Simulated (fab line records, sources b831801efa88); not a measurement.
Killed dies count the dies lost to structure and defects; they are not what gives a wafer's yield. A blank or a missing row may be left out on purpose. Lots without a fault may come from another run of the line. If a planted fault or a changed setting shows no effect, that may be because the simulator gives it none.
fab line records	flow sky130
record: lots: 12	wafers: 36	last-day: 50
route steps=708 shown CONTACT@407 METAL1@437 VIA1@458 PAD_OPEN@708
lots that met no fault: from a run of the same line without faults
start-h: hours from the record's first day to the start of the lot's first wafer shown	wait-h: hours from the lot's prior step to this one	" same as the row above	L1.1+2: a single row standing in for several wafers	- no value present, or no start provided	* or withheld: withheld	< > ~ a bound
route shown NAME@n: names a module that has steps shown in the file, with the first one's number in the route	usual: the fault-free wafers' mean and standard deviation	same: alike in all rows	chamber/n: place in a boat	sites: readings site by site	_std_site: their standard deviation	_edge_site: mean of outer sites minus mean of inner sites	radius-mm: how far each site lies from the wafer's centre	mask NAME#n: copy n	behind: the tool/chamber that last shaped the wafer	hold: why the lot went on hold/how many hours it stayed there/how the hold came to an end	device: the n, p or np transistor that did not switch	end of line: tests run on the same wafers once the route is complete	where a step has no rows: the recipe by itself	killed: the dies lost at the first sort to structure and to defects; this is not the yield of the wafer	map: shows each die of a wafer: x if killed, . if not, _ if none is there
set.NAME: setting as actually run; set.NAME@STEP: the setting as run at that earlier step	model.NAME: the simulator's own value behind a step, which no gauge read
the route's steps for a sample of lots (tables are steps, rows are wafers)
services: from which hour (start-h, from the record's first day; less than 0 if before it) a tool's chamber was out of use, for how many hours, and why
== steps ==
step: SKY_CONTACT_THK_MEAS_01
recipe: reads: Si3N4_of_CONTACT_CVD_00
usual: CONTACT_CVD_00_THK: 75.1/1.1
lot.wafer	tool	chamber	start-h	wait-h	CONTACT_CVD_00_THK[nm]
L301.1	film-metro-01	-	722.30	-	73.0
L301.4	"	-	"	"	75.7
L301.5	"	-	"	"	74.4
L302.2	film-metro-04	-	725.67	-	73.9
L302.3	"	-	"	"	74.5
L302.6	"	-	"	"	75.5
L303.1	film-metro-02	-	730.70	-	75.0
L303.2	"	-	"	"	75.5
L303.3	"	-	"	"	76.2
L304.1	film-metro-02	-	734.86	-	74.0
L304.3	"	-	"	"	73.2
L304.4	"	-	"	"	75.3
L308.3	film-metro-01	-	771.66	-	73.9
L308.4	"	-	"	"	74.6
L308.6	"	-	"	"	74.2
L310.1	film-metro-02	-	797.10	-	74.9
L310.4	"	-	"	"	75.2
L310.6	"	-	"	"	75.6
L312.3	film-metro-01	-	806.36	-	74.8
L312.5	"	-	"	"	75.5
L312.6	"	-	"	"	75.9
L315.2	film-metro-02	-	824.06	-	76.4
L315.5	"	-	"	"	75.0
L315.6	"	-	"	"	77.4
L316.1	film-metro-04	-	829.22	-	75.7
L316.4	"	-	"	"	77.6
L316.6	"	-	"	"	76.0
L317.1	film-metro-02	-	836.15	-	74.9
L317.2	"	-	"	"	75.1
L317.6	"	-	"	"	77.2
L324.1	film-metro-02	-	892.18	-	74.1
L324.3	"	-	"	"	75.1
L324.6	"	-	"	"	75.3
L323.4	film-metro-04	-	895.11	-	75.8
L323.5	"	-	"	"	76.0
L323.6	"	-	"	"	77.0
step: SKY_CONTACT_ETCH_16
recipe: chemistry: N2/H2	target: BARC	ion-energy-ev: 200	source-w: 500	bias-w: 100	pressure-mtorr: 30	n2-flow-sccm: 100	h2-flow-sccm: 200	stop-on: SiO2	time-s: 45.9	target-depth-a: 600
usual: drypump-motor-current-A: 5.6/0.49	oes-product-au: 0.855/0.0053	throttle-valve-pct: 13.223/0.008
lot.wafer	tool	chamber	start-h	wait-h	drypump-motor-current-A	oes-product-au	rf-hours-counter-h	throttle-valve-pct
L301.1	rie-diel-02	2	750.91	0.0	5.3	0.855	11	13.212
L301.4	"	0	"	"	5.1	0.855	-	13.228
L301.5	"	2	"	"	5.3	0.847	-	13.222
L302.2	rie-diel-01	0	753.86	0.0	5.1	0.853	4	13.227
L302.3	"	2	"	"	5.3	0.854	4	13.226
L302.6	"	2	"	"	5.3	0.850	-	13.220
L303.1	rie-diel-03	3	759.41	0.0	5.9	0.861	34	13.214
L303.2	"	1	"	"	5.5	0.848	2	13.199
L303.3	"	2	"	"	5.4	0.859	14	13.219
L304.1	rie-diel-01	3	763.21	0.0	6.0	0.861	14	13.212
L304.3	"	0	"	"	5.1	0.860	4	13.222
L304.4	"	2	"	"	5.3	0.863	5	13.201
L308.3	rie-diel-01	3	799.09	0.0	6.1	0.859	15	13.223
L308.4	"	2	"	"	5.4	0.860	6	13.225
L308.6	"	2	"	"	5.3	0.856	-	13.225
L310.1	rie-diel-01	0	824.33	0.0	5.2	0.862	6	13.226
L310.4	"	2	"	"	5.3	0.857	6	13.221
L310.6	"	2	"	"	5.3	0.864	-	13.227
L312.3	rie-diel-01	3	833.83	0.0	6.1	0.859	16	13.224
L312.5	"	0	"	"	5.1	0.854	-	13.241
L312.6	"	1	"	"	6.5	0.856	-	13.224
L315.2	rie-diel-01	2	850.83	0.0	5.3	0.848	7	13.214
L315.5	"	1	"	"	6.4	0.864	-	13.224
L315.6	"	0	"	"	5.1	0.856	-	13.230
L316.1	rie-diel-01	1	856.08	0.0	6.5	0.850	18	13.215
L316.4	"	3	"	"	6.0	0.851	17	13.221
L316.6	"	3	"	"	6.0	0.848	-	13.220
L317.1	rie-diel-03	3	862.73	0.0	5.9	0.854	0	13.226
L317.2	"	0	"	"	5.9	0.861	22	13.220
L317.6	"	3	"	"	5.9	0.854	-	13.229
L324.1	rie-diel-02	3	918.16	0.0	5.2	0.861	7	13.224
L324.3	"	0	"	"	5.1	0.857	21	13.225
L324.6	"	0	"	"	5.1	0.856	-	13.221
L323.4	rie-diel-02	0	921.28	0.0	5.1	0.859	22	13.207
L323.5	"	2	"	"	5.3	0.849	-	13.226
L323.6	"	1	"	"	6.2	0.846	-	13.217
step: SKY_METAL1_SPUTTER_03
recipe: material: Ti	target-thk-nm: 5	power-w: 3000	time-s: 3.3	chamber-pressure-pa: 0.4
usual: throttle-valve-pct: 29.7/0.87
lot.wafer	tool	chamber	start-h	wait-h	throttle-valve-pct
L301.1	pvd-sputter-02	-	752.40	0.0	31.4
L301.4	"	-	"	"	30.4
L301.5	"	-	"	"	28.4
L302.2	pvd-sputter-02	-	755.35	0.0	30.5
L302.3	"	-	"	"	30.3
L302.6	"	-	"	"	30.5
L303.1	pvd-sputter-01	-	760.93	0.0	30.0
L303.2	"	-	"	"	30.1
L303.3	"	-	"	"	30.2
L304.1	pvd-sputter-01	-	765.06	0.0	28.3
L304.3	"	-	"	"	30.5
L304.4	"	-	"	"	30.4
L308.3	pvd-sputter-02	-	800.54	0.0	28.4
L308.4	"	-	"	"	30.1
L308.6	"	-	"	"	31.3
L310.1	pvd-sputter-01	-	825.78	0.0	30.4
L310.4	"	-	"	"	30.3
L310.6	"	-	"	"	29.8
L312.3	pvd-sputter-01	-	835.31	0.0	28.4
L312.5	"	-	"	"	30.2
L312.6	"	-	"	"	30.3
L315.2	pvd-sputter-02	-	852.28	0.0	30.0
L315.5	"	-	"	"	30.6
L315.6	"	-	"	"	30.3
L316.1	pvd-sputter-03	-	857.56	0.0	29.0
L316.4	"	-	"	"	28.9
L316.6	"	-	"	"	29.2
L317.1	pvd-sputter-03	-	864.22	0.0	29.1
L317.2	"	-	"	"	29.0
L317.6	"	-	"	"	29.4
L324.1	pvd-sputter-03	-	919.61	0.0	29.0
L324.3	"	-	"	"	29.1
L324.6	"	-	"	"	29.1
L323.4	pvd-sputter-01	-	922.75	0.0	28.7
L323.5	"	-	"	"	30.2
L323.6	"	-	"	"	28.8
step: SKY_VIA1_HDPCVD_00
recipe: material: SiO2	target-thk-nm: 1030	sigma-open-frac: 0.3	time-s: 171.7	temp-c: 400	sih4-flow-sccm: 60	pressure-mtorr: 6
usual: sih4-flow-sccm: 59.99/0.18
lot.wafer	tool	chamber	start-h	wait-h	sih4-flow-sccm
L301.1	hdpcvd-02	1	781.69	0.0	59.97
L301.4	"	0	"	"	60.03
L301.5	"	1	"	"	59.68
L302.2	hdpcvd-02	0	784.55	0.0	60.16
L302.3	"	2	"	"	59.92
L302.6	"	2	"	"	59.81
L303.1	hdpcvd-01	2	789.11	0.0	60.40
L303.2	"	1	"	"	59.93
L303.3	"	0	"	"	60.08
L304.1	hdpcvd-02	2	793.13	0.0	60.16
L304.3	"	2	"	"	60.19
L304.4	"	1	"	"	59.91
L308.3	hdpcvd-01	2	828.95	0.0	60.04
L308.4	"	0	"	"	60.03
L308.6	"	1	"	"	60.11
L310.1	hdpcvd-01	0	853.06	0.0	59.95
L310.4	"	0	"	"	60.33
L310.6	"	2	"	"	60.14
L312.3	hdpcvd-01	0	861.90	0.0	59.99
L312.5	"	1	"	"	59.90
L312.6	"	2	"	"	60.14
L315.2	hdpcvd-01	2	879.44	0.0	59.62
L315.5	"	1	"	"	60.01
L315.6	"	0	"	"	90.26
L316.1	hdpcvd-01	1	885.24	0.0	59.88
L316.4	"	0	"	"	90.15
L316.6	"	1	"	"	59.96
L317.1	hdpcvd-01	2	892.09	0.0	59.76
L317.2	"	1	"	"	59.91
L317.6	"	0	"	"	90.19
L324.1	hdpcvd-01	1	945.56	0.0	59.71
L324.3	"	2	"	"	60.34
L324.6	"	0	"	"	59.95
L323.4	hdpcvd-01	2	948.45	0.1	59.75
L323.5	"	0	"	"	60.07
L323.6	"	1	"	"	59.72
step: SKY_VIA1_THK_MEAS_01
recipe: reads: SiO2_of_VIA1_HDPCVD_00
usual: VIA1_HDPCVD_THK: 1037/11
lot.wafer	tool	chamber	start-h	wait-h	VIA1_HDPCVD_THK[nm]
L301.1	film-metro-03	-	781.80	0.1	1030
L301.4	"	-	"	"	1050
L301.5	"	-	"	"	1032
L302.2	film-metro-01	-	784.67	0.1	1027
L302.3	"	-	"	"	1024
L302.6	"	-	"	"	1027
L303.1	film-metro-01	-	789.23	0.1	1031
L303.2	"	-	"	"	1035
L303.3	"	-	"	"	1031
L304.1	film-metro-03	-	793.30	0.1	1027
L304.3	"	-	"	"	1026
L304.4	"	-	"	"	1025
L308.3	film-metro-03	-	829.08	0.1	1036
L308.4	"	-	"	"	1027
L308.6	"	-	"	"	1025
L310.1	film-metro-04	-	853.17	0.1	1040
L310.4	"	-	"	"	1045
L310.6	"	-	"	"	1045
L312.3	film-metro-04	-	862.03	0.1	1033
L312.5	"	-	"	"	1039
L312.6	"	-	"	"	1055
L315.2	film-metro-03	-	879.56	0.1	1054
L315.5	"	-	"	"	1049
L315.6	"	-	"	"	1559
L316.1	film-metro-04	-	885.35	0.1	1033
L316.4	"	-	"	"	1540
L316.6	"	-	"	"	1032
L317.1	film-metro-03	-	892.20	0.1	1053
L317.2	"	-	"	"	1057
L317.6	"	-	"	"	1571
L324.1	film-metro-04	-	945.67	0.1	1020
L324.3	"	-	"	"	1036
L324.6	"	-	"	"	1026
L323.4	film-metro-04	-	948.54	0.0	1029
L323.5	"	-	"	"	1031
L323.6	"	-	"	"	1021
step: SKY_PAD_OPEN_PROBE_99
usual: defect-limited-yield: 82.5/2	killed_at_M0_to_M3: 44/7.4	killed_at_M4_up: 3.0/1.8	killed-at-contacts: 24/5.1	killed-at-front-end: 15/4.3	killed-at-other: 0.3/0.54	killed-dies: 86/9.9	killed-open: 47/7.1	killed-short: 38/6.7	sort_bin_3_pad_short: 0.8/0.39	sort_bin_5_function: 10.4/1.5	sort_bin_6_memory: 6.2/1.2	sort-n-pass: 406/9.9	sort-yield-pct: 82.5/2
same: gross-dies: 492	killed-at-back-side: 0	sort_bin_4_leakage[%]: 0	sort_bin_8_speed[%]: 0
lot.wafer	tool	chamber	start-h	wait-h	defect-limited-yield[%]	killed_at_M0_to_M3	killed_at_M4_up	killed-at-contacts	killed-at-front-end	killed-at-other	killed-dies	killed-open	killed-short	sort_bin_3_pad_short[%]	sort_bin_5_function[%]	sort_bin_6_memory[%]	sort-n-pass	sort-yield-pct[%]
L303.1	prober-01	-	1097.29	0.1	86.0	33	1	21	12	2	69	40	29	0	8.5	5.5	423	86.0
L303.2	prober-01	-	1097.34	0.1	88.2	28	2	20	7	1	58	41	17	0.6	7.9	3.3	434	88.2
L303.3	prober-01	-	1097.39	0.2	82.9	38	6	22	17	1	84	53	31	0.6	11.6	4.9	408	82.9
L304.1	prober-02	-	1098.79	0.1	86.6	25	4	25	12	0	66	32	34	0.6	9.3	3.5	426	86.6
L304.3	prober-02	-	1098.89	0.2	83.1	44	1	21	17	0	83	36	47	0.8	11.2	4.9	409	83.1
L304.4	prober-02	-	1098.94	0.2	85.8	40	2	16	12	0	70	38	32	0.6	7.9	5.7	422	85.8
L310.1	prober-01	-	1143.98	0.1	80.7	55	4	23	12	1	95	53	42	1.0	11.0	7.3	397	80.7
L310.4	prober-01	-	1144.13	0.2	82.9	34	5	30	14	1	84	38	46	0.6	9.6	6.9	408	82.9
L310.6	prober-01	-	1144.23	0.2	83.5	47	1	22	11	0	81	48	33	1.2	9.1	6.1	411	83.5
L316.1	prober-01	-	1168.39	0.1	84.3	34	4	25	14	0	77	52	25	0.4	8.9	6.3	415	84.3
L316.4	prober-01	-	1168.54	0.2	82.1	54	2	20	12	0	88	56	32	1.0	10.6	6.3	404	82.1
L316.6	prober-01	-	1168.64	0.2	80.7	55	5	25	10	0	95	49	46	0.8	12.2	6.3	397	80.7
L317.1	prober-02	-	1172.94	0.1	85.0	34	1	26	13	0	74	43	31	0.4	10.0	4.7	418	85.0
L317.2	prober-02	-	1172.99	0.1	82.3	48	3	23	12	1	87	55	32	0.4	11.8	5.5	405	82.3
L317.6	prober-02	-	1173.19	0.2	85.2	26	2	30	15	0	73	38	35	0.2	8.7	5.9	419	85.2
killed by level:class
L303.1 VIA1:geometric-particle:open=7 VIA3:geometric-particle:open=7 CONTACT:geometric-particle:open=6 LI_CONTACT:geometric-particle:open=6 METAL1:geometric-particle:short=6 FIELD_ISO:geometric-particle:short=5 VIA2:geometric-particle:open=5 LI_CONTACT:geometric-particle:short=4
L303.2 CONTACT:geometric-particle:open=12 VIA1:geometric-particle:open=8 VIA2:geometric-particle:open=5 VIA3:geometric-particle:open=5 LI_CONTACT:geometric-particle:open=3 CONTACT:geometric-particle:short=3 METAL1:geometric-particle:open=2 METAL2:geometric-particle:short=2
L303.3 VIA1:geometric-particle:open=14 LI_CONTACT:geometric-particle:open=8 CONTACT:geometric-particle:open=7 VIA3:geometric-particle:open=6 METAL1:geometric-particle:short=4 SPACER:geometric-particle:open=4 VIA1:geometric-particle:short=4 METAL4:geometric-particle:short=4
L304.1 CONTACT:geometric-particle:open=11 LI_CONTACT:geometric-particle:open=6 CONTACT:geometric-particle:short=6 METAL1:geometric-particle:short=5 VIA1:geometric-particle:short=4 METAL4:geometric-particle:short=4 FIELD_ISO:geometric-particle:open=3 POLY_CUT:geometric-particle:short=3
L304.3 VIA1:geometric-particle:open=8 VIA2:geometric-particle:open=6 CONTACT:geometric-particle:short=6 METAL2:geometric-particle:short=6 METAL3:geometric-particle:short=6 VIA3:geometric-particle:open=5 LI_CONTACT:geometric-particle:open=5 CONTACT:geometric-particle:open=5
L304.4 VIA1:geometric-particle:open=7 VIA2:geometric-particle:open=7 LI_CONTACT:geometric-particle:open=6 FIELD_ISO:geometric-particle:open=5 FIELD_ISO:geometric-particle:short=4 CONTACT:geometric-particle:short=4 VIA1:geometric-particle:short=4 VIA2:geometric-particle:short=4
L310.1 CONTACT:geometric-particle:open=11 VIA1:geometric-particle:short=9 VIA1:geometric-particle:open=9 METAL1:geometric-particle:short=8 VIA3:geometric-particle:open=7 METAL2:geometric-particle:short=6 VIA2:geometric-particle:open=6 LI_CONTACT:geometric-particle:open=5
L310.4 CONTACT:geometric-particle:open=10 LI_CONTACT:geometric-particle:short=8 FIELD_ISO:geometric-particle:short=7 METAL1:geometric-particle:short=7 VIA3:geometric-particle:open=6 CONTACT:geometric-particle:short=5 FIELD_ISO:geometric-particle:open=4 LI_CONTACT:geometric-particle:open=4
L310.6 VIA1:geometric-particle:open=12 VIA2:geometric-particle:open=10 LI_CONTACT:geometric-particle:open=8 CONTACT:geometric-particle:open=7 POLY_GATE:geometric-particle:short=6 METAL1:geometric-particle:short=6 VIA1:geometric-particle:short=5 VIA3:geometric-particle:open=5
L316.1 LI_CONTACT:geometric-particle:open=10 VIA3:geometric-particle:open=9 VIA1:geometric-particle:open=7 CONTACT:geometric-particle:open=6 POLY_GATE:geometric-particle:open=4 CONTACT:geometric-particle:short=4 METAL2:geometric-particle:short=4 VIA2:geometric-particle:open=4
L316.4 VIA1:geometric-particle:open=14 VIA3:geometric-particle:open=10 VIA2:geometric-particle:open=9 LI_CONTACT:geometric-particle:open=7 CONTACT:geometric-particle:open=7 VIA1:geometric-particle:short=5 METAL2:geometric-particle:short=5 VIA3:geometric-particle:short=4
L316.6 VIA2:geometric-particle:open=11 CONTACT:geometric-particle:open=11 VIA1:geometric-particle:open=9 VIA2:geometric-particle:short=7 VIA3:geometric-particle:open=7 METAL1:geometric-particle:short=5 VIA3:geometric-particle:short=5 LI_CONTACT:geometric-particle:short=4
L317.1 LI_CONTACT:geometric-particle:open=10 CONTACT:geometric-particle:open=9 METAL1:geometric-particle:short=6 VIA2:geometric-particle:open=6 FIELD_ISO:geometric-particle:short=5 POLY_GATE:geometric-particle:short=5 VIA1:geometric-particle:open=5 METAL2:geometric-particle:short=4
L317.2 CONTACT:geometric-particle:open=13 VIA3:geometric-particle:open=13 VIA1:geometric-particle:open=8 METAL1:geometric-particle:short=6 VIA2:geometric-particle:open=6 FIELD_ISO:geometric-particle:open=5 LI_CONTACT:geometric-particle:open=4 VIA3:geometric-particle:short=4
L317.6 CONTACT:geometric-particle:open=10 LI_CONTACT:geometric-particle:open=8 LI_CONTACT:geometric-particle:short=6 VIA1:geometric-particle:open=6 FIELD_ISO:geometric-particle:open=5 METAL2:geometric-particle:short=5 VIA2:geometric-particle:open=5 FIELD_ISO:geometric-particle:short=4
== services ==
tool	chamber	start-h	hours	kind
rie-diel-03	0	731.44	5.1	repair
hdpcvd-01	-	732.79	0.5	repair
rie-diel-02	0	738.47	4.5	repair
pvd-sputter-03	-	739.55	0.7	repair
rie-diel-02	1	748.72	9.3	repair
rie-diel-02	-	752.89	1.2	repair
rie-diel-01	1	753.49	3.2	repair
pvd-sputter-02	-	760.02	3.3	repair
hdpcvd-01	0	768.17	4.4	repair
rie-diel-01	0	779.57	4.4	repair
hdpcvd-02	0	788.64	19.3	repair
pvd-sputter-02	-	794.62	0.8	repair
pvd-sputter-01	-	797.49	3.7	repair
pvd-sputter-03	-	806.48	2.3	repair
rie-diel-02	1	816.48	4.5	repair
rie-diel-03	-	842.47	14.6	pm
pvd-sputter-01	-	850.02	2.4	repair
hdpcvd-01	-	870.95	2.8	pm
rie-diel-03	1	899.67	6.2	repair
rie-diel-02	-	919.46	1.7	repair
rie-diel-02	1	934.92	3.7	repair
hdpcvd-02	-	942.84	6.0	pm
rie-diel-01	0	943.39	15.2	repair
pvd-sputter-01	-	947.22	5.7	repair
== key ==
first-sign: step: SKY_VIA1_HDPCVD_00	reading: sih4-flow-sccm	direction: up	sigmas: 99+	usual: 59.99	struck: 90.20
effect: step: SKY_VIA1_THK_MEAS_01	reading: VIA1_HDPCVD_THK	direction: up	sigmas: 46	usual: 1037	struck: 1557
met-at SKY_VIA1_HDPCVD_00
struck-lots L315,L316,L317
struck-wafers L315.6,L316.4,L317.6
not-acting-at SKY_CONTACT_THK_MEAS_01,SKY_CONTACT_ETCH_16,SKY_METAL1_SPUTTER_03
onset-between 861.90 879.44
fault: kind: process-parameter-drift	tool: hdpcvd-01	chamber: 0	onset-h: 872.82	steps: SKY_VIA1_HDPCVD_00	channel: sih4-flow-sccm	offset: 30	shape: step	end-h: 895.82	acts-in: these-recipes-only	stated: 60
